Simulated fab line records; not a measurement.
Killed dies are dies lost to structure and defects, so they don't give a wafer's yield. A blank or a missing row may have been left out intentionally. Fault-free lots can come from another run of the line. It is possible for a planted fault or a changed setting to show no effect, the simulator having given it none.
Problem report, 8D (eight disciplines) form, completed by code ; flow gf180mcu ; the parts of the form that need people (team, actions taken, sign-off) are left out

## 1. WHAT IS WRONG
Mean PASSIVATION_CVD_00_THK at GF_PASSIVATION_THK_MEAS_01: 1099 nm over 9 wafers in 3 lots; fault-free wafers: 998 nm, standard deviation 13. That puts it +7.8 standard deviations away from the usual mean.
The first sign was on wafer L724.1 at day 31 15:08, on filmMetro-01. At this step, 36 wafers from 12 lots have a number in the record. Rule for "out", or "out of limits": more than 4 standard deviations from the usual mean. All remaining wafers that have a number are taken as sound.

## 2. WHAT IT IS; WHAT IT IS NOT
question;is;is not
which readings at this step;PASSIVATION_CVD_00_THK;-
which lots;L724, L725, L726;L713, L714, L716, L717, L722, L727, L730, L731, L736
which wafers of those lots;all that have a number;-
read on which gauges;filmMetro-01;filmMetro-03, filmMetro-04
when;from day 31 15:08;"up to then (15 sound wafers); but 12 sound wafers of L727, L730, L731, L736 came after"

## 3. THE SUSPECTS, EACH WITH WHAT RULES IT OUT
Counting: a tool stays on the suspect list if, at a process step up to the reading, it processed all lots that are out and no sound lot following the first of them.
- the gauge at GF_PASSIVATION_THK_MEAS_01: ruled out. All the wafers that are out were read on filmMetro-01, but those of them that GF_PASSIVATION_CVD_00 has rows for are out there too, on other tools.
- pecvd-02 at GF_PASSIVATION_CVD_00 (deposits SiO2 from TEOS, target thk 1000 nm, time 111.95 s): kept. It processed each lot that is out, first L724 at day 31 15:03, and no sound lot thereafter; up to then, the last sound lot it processed was L722 at day 31 00:40. Its own rfFwdPowerW readings are out on those wafers.
Left after counting: pecvd-02 at GF_PASSIVATION_CVD_00.

## 4. THE CAUSE (what the simulator had put in)
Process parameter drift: pecvd-02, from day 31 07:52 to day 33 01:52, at GF_PASSIVATION_CVD_00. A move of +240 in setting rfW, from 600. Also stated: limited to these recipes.
Only this tool survived the counting.

## 5. THE EFFECT CHAIN, in route order
Rows list readings where the struck wafers' mean (over those with a number) sits beyond 3 standard deviations from the usual. Only readings for which the record gives a usual standard deviation are gone through. hours: the time from each lot's start at the first step in this table that gives one to its start at this step, as a median over the lots. sigmas: the change in usual standard deviations.
hours;step;reading;usual;on struck wafers;change;sigmas
0;GF_PASSIVATION_CVD_00;rfFwdPowerW;597.6 W;838.9;+241.3;+99 or more
0;GF_PASSIVATION_THK_MEAS_01;PASSIVATION_CVD_00_THK;998 nm;1099;+101;+7.8
17;GF_PASSIVATION_ETCH_11;oesProductAu;0.961 a.u.;0.986;+0.025;+3.5
Its process steps:
- GF_PASSIVATION_CVD_00: deposits SiO2 from TEOS, target thk 1000 nm, time 111.95 s.
- GF_PASSIVATION_ETCH_11: etches the open film in CF4/O2, stops on TiN, target depth 1800 nm, time 400 s.

## 6. WHAT WOULD HAVE CAUGHT IT SOONER
In this record the first reading out of limits at a measuring or inspecting step was taken at day 31 15:08, 7 hours after the fault began at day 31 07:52.
Tool's own readings at GF_PASSIVATION_CVD_00, rfFwdPowerW: out on all struck wafers the step has rows for; an alarm limit on them would have tripped on the first.
Lots out: 3; of these, L725, L726 started GF_PASSIVATION_CVD_00 on pecvd-02 after day 31 15:08. A hold on the tool at that time would have spared those 2.
